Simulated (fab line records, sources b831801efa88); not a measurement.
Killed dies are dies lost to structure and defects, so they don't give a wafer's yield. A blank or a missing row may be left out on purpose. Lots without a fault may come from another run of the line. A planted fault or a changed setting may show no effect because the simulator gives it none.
Which tool did it? | flow gf180mcu | 11 lots, 33 wafers sampled, at 5 steps of a route of 602

WHAT THE GAUGES READ, wafer by wafer
GF_MVSD_TW_MEAS_11. Usual: MVSD_TW 1567, standard deviation 19.
lot  | measured    | on            | MVSD_TW        | flag
L672 | day 4 10:52 | film_metro-03 | 1556 1548 1550 |
L673 | day 4 15:12 | film_metro-03 | 1550 1548 1540 |
L674 | day 4 22:50 | film_metro-01 | 1570 1574 1574 |
L681 | day 6 13:31 | film_metro-04 | 1579 1591 1579 |
L682 | day 6 17:46 | film_metro-03 | 1541 1553 1551 |
L683 | day 6 21:53 | film_metro-01 | 1580 1584 1575 |
L688 | day 8 10:47 | film_metro-01 | 1571 1575 1575 |
L689 | day 8 15:38 | film_metro-04 | 1586 1584 1591 |
L691 | day 9 02:14 | film_metro-01 | 1575 1568 1575 |
L693 | day 9 13:53 | film_metro-03 | 1530 1530 1531 |
L695 | day 9 22:02 | film_metro-04 | 1590 1597 1582 |

GF_VT_IMPLANT_OVL_MEAS_18. Usual: VT_IMPLANT_01_OVL 0.8 nm, standard deviation 1.3.
lot  | measured     | on         | VT_IMPLANT_01_OVL (nm) | flag
L672 | day 6 05:07  | overlay-01 | 2.0 2.1 1.8            |
L673 | day 6 08:31  | overlay-02 | -0.2 -1.7 -0.2         |
L674 | day 6 17:23  | overlay-02 | 0.4 1.1 0.4            |
L681 | day 8 12:57  | overlay-01 | -2.0 -0.9 0.2          |
L682 | day 8 16:36  | overlay-01 | 2.0 1.3 0.0            |
L683 | day 8 21:46  | overlay-02 | -0.1 0.2 2.3           |
L688 | day 10 13:24 | overlay-02 | 4.2 0.3 -1.2           |
L689 | day 10 19:54 | overlay-02 | 0.4 0.0 0.6            |
L691 | day 11 07:15 | overlay-01 | -0.8 -2.0 -0.5         |
L693 | day 11 21:06 | overlay-01 | 0.2 0.8 2.3            |
L695 | day 12 05:44 | overlay-01 | 0.6 0.1 2.2            |

GF_VT_IMPLANT_TW_MEAS_43. Usual: VT_IMPLANT_4_TW 683, standard deviation 7.5.
lot  | measured     | on            | VT_IMPLANT_4_TW | flag
L672 | day 7 10:58  | film_metro-03 | 673 674 675     |
L673 | day 7 14:34  | film_metro-03 | 677 677 674     |
L674 | day 8 00:46  | film_metro-02 | 689 689 694     |
L681 | day 9 21:55  | film_metro-01 | 30 30 30        | OFF
L682 | day 10 03:24 | film_metro-02 | 30 30 30        | OFF
L683 | day 10 08:07 | film_metro-02 | 686 688 690     |
L688 | day 12 03:49 | film_metro-01 | 689 687 694     |
L689 | day 12 08:53 | film_metro-01 | 694 691 684     |
L691 | day 12 23:11 | film_metro-02 | 685 687 685     |
L693 | day 13 13:09 | film_metro-02 | 689 693 693     |
L695 | day 13 23:04 | film_metro-03 | 679 676 681     |

WHICH TOOL RAN EACH LOT (tool, then ch and the chambers of the sampled wafers, then the start)
lot  | GF_VT_IMPLANT_STRIP_31               | GF_VT_IMPLANT_STRIP_42
L672 | plasma_asher-01 ch 0,1, day 6 20:22  | plasma_asher-03 ch 0,1, day 7 10:52
L673 | plasma_asher-01 ch 0,1, day 6 23:11  | plasma_asher-02 ch 0,1, day 7 14:28
L674 | plasma_asher-02 ch 0,1, day 7 09:05  | plasma_asher-03 ch 0,1, day 8 00:40
L681 | plasma_asher-03 ch 0,1, day 9 05:04  | plasma_asher-02 ch 0,1, day 9 21:49
L682 | plasma_asher-02 ch 0,1, day 9 09:41  | plasma_asher-02 ch 0,1, day 10 03:17
L683 | plasma_asher-02 ch 0,1, day 9 14:22  | plasma_asher-03 ch 0,1, day 10 08:01
L688 | plasma_asher-03 ch 0, day 11 08:23   | plasma_asher-02 ch 0,1, day 12 03:43
L689 | plasma_asher-01 ch 0,1, day 11 13:40 | plasma_asher-01 ch 0,1, day 12 08:47
L691 | plasma_asher-01 ch 0,1, day 12 02:56 | plasma_asher-03 ch 0,1, day 12 23:05
L693 | plasma_asher-03 ch 0,1, day 12 16:55 | plasma_asher-03 ch 0,1, day 13 13:04
L695 | plasma_asher-02 ch 1, day 13 02:05   | plasma_asher-01 ch 0, day 13 22:58
- GF_VT_IMPLANT_STRIP_31: strips in O2/N2.
- GF_VT_IMPLANT_STRIP_42: strips in O2/N2.

WHAT THE TOOLS THEMSELVES READ (means of the sampled wafers that have a number; where no wafer has one, the mark that the record gives instead)
GF_VT_IMPLANT_STRIP_31. Usual: chamber_pressure_mTorr 1500.0 mTorr, standard deviation 1.4; drypump_motor_current_A 5.9 A, standard deviation 0.53; heater_power_w 350 W, standard deviation 32; n2_flow_sccm 299.9 sccm, standard deviation 0.86; oes_product_au 0.715 a.u., standard deviation 0.0045; strip_time_to_endpoint_s 12.61 s, standard deviation 0.033.
lot  | tool            | chamber_pressure_mTorr (mTorr) | drypump_motor_current_A (A) | heater_power_w (W) | n2_flow_sccm (sccm) | oes_product_au (a.u.) | strip_time_to_endpoint_s (s) | flag
L672 | plasma_asher-01 | 1499.1                         | 6.0                         | 356                | 300.2               | 0.716                 | 12.64                        |
L673 | plasma_asher-01 | 1500.8                         | 6.1                         | 355                | 300.2               | 0.722                 | 12.58                        |
L674 | plasma_asher-02 | 1500.1                         | 5.2                         | 324                | 300.0               | 0.711                 | 12.62                        |
L681 | plasma_asher-03 | -                              | -                           | -                  | -                   | -                     | -                            | OFF
L682 | plasma_asher-02 | -                              | -                           | -                  | -                   | -                     | -                            | OFF
L683 | plasma_asher-02 | 1500.9                         | 5.1                         | 328                | 300.4               | 0.717                 | 12.62                        |
L688 | plasma_asher-03 | 1499.6                         | 6.1                         | 328                | 301.3               | 0.721                 | 12.57                        |
L689 | plasma_asher-01 | 1499.4                         | 6.1                         | 359                | 299.2               | 0.716                 | 12.63                        |
L691 | plasma_asher-01 | 1499.0                         | 5.8                         | 385                | 299.6               | 0.714                 | 12.62                        |
L693 | plasma_asher-03 | 1501.2                         | 6.5                         | 334                | 300.2               | 0.719                 | 12.58                        |
L695 | plasma_asher-02 | 1499.3                         | 5.0                         | 335                | 299.7               | 0.720                 | 12.61                        |

GF_VT_IMPLANT_STRIP_42. Usual: chamber_pressure_mTorr 1499.8 mTorr, standard deviation 1.3; drypump_motor_current_A 6.0 A, standard deviation 0.59; heater_power_w 339 W, standard deviation 24; n2_flow_sccm 300.0 sccm, standard deviation 0.83; oes_product_au 0.716 a.u., standard deviation 0.0041; strip_time_to_endpoint_s 12.61 s, standard deviation 0.036.
lot  | tool            | chamber_pressure_mTorr (mTorr) | drypump_motor_current_A (A) | heater_power_w (W) | n2_flow_sccm (sccm) | oes_product_au (a.u.) | strip_time_to_endpoint_s (s) | flag
L672 | plasma_asher-03 | 1499.2                         | 6.5                         | 337                | 299.9               | 0.714                 | 12.56                        |
L673 | plasma_asher-02 | 1499.7                         | 5.2                         | 327                | 299.3               | 0.714                 | 12.64                        |
L674 | plasma_asher-03 | 1499.5                         | 6.3                         | 336                | 299.2               | 0.711                 | 12.61                        |
L681 | plasma_asher-02 | 1499.7                         | 5.2                         | 326                | 299.8               | 0.723                 | 27.56                        | OFF
L682 | plasma_asher-02 | 1499.1                         | 5.2                         | 324                | 299.5               | 0.721                 | 27.58                        | OFF
L683 | plasma_asher-03 | 1500.4                         | 6.5                         | 334                | 300.2               | 0.719                 | 12.58                        |
L688 | plasma_asher-02 | 1499.3                         | 5.2                         | 320                | 300.1               | 0.718                 | 12.59                        |
L689 | plasma_asher-01 | 1499.9                         | 6.1                         | 358                | 300.5               | 0.712                 | 12.61                        |
L691 | plasma_asher-03 | 1500.1                         | 6.5                         | 327                | 301.0               | 0.717                 | 12.65                        |
L693 | plasma_asher-03 | 1499.0                         | 6.5                         | 330                | 299.6               | 0.718                 | 12.61                        |
L695 | plasma_asher-01 | 1499.5                         | 6.3                         | 334                | 299.9               | 0.717                 | 12.56                        |

THE ANSWER, worked out from the rows above alone
Rule: a lot is off if the mean of its wafers that have a number lies more than 3 standard deviations from the usual mean. A lot without any number at a reading at which 4 lots or more have one is off too. The other lots that the step has rows for count as sound. The gauges are gone through in route order, then the tools' own readings, and for those a lot's mean is taken as printed above. The first step at which some lot is off is used, and at that step the reading that is off furthest; a lot without a number counts as furthest.
Off: L681, L682, at GF_VT_IMPLANT_TW_MEAS_43 (VT_IMPLANT_4_TW).
A tool fits if, at a process step before that reading, it ran every lot that is off, and no sound lot after the first of them. The gauges at GF_VT_IMPLANT_TW_MEAS_43 aren't tried: what is off there is off at GF_VT_IMPLANT_STRIP_31 too, on other tools, and a gauge's error can't cause that. None of those tried fits.

WHAT THE SIMULATOR HAD PUT IN
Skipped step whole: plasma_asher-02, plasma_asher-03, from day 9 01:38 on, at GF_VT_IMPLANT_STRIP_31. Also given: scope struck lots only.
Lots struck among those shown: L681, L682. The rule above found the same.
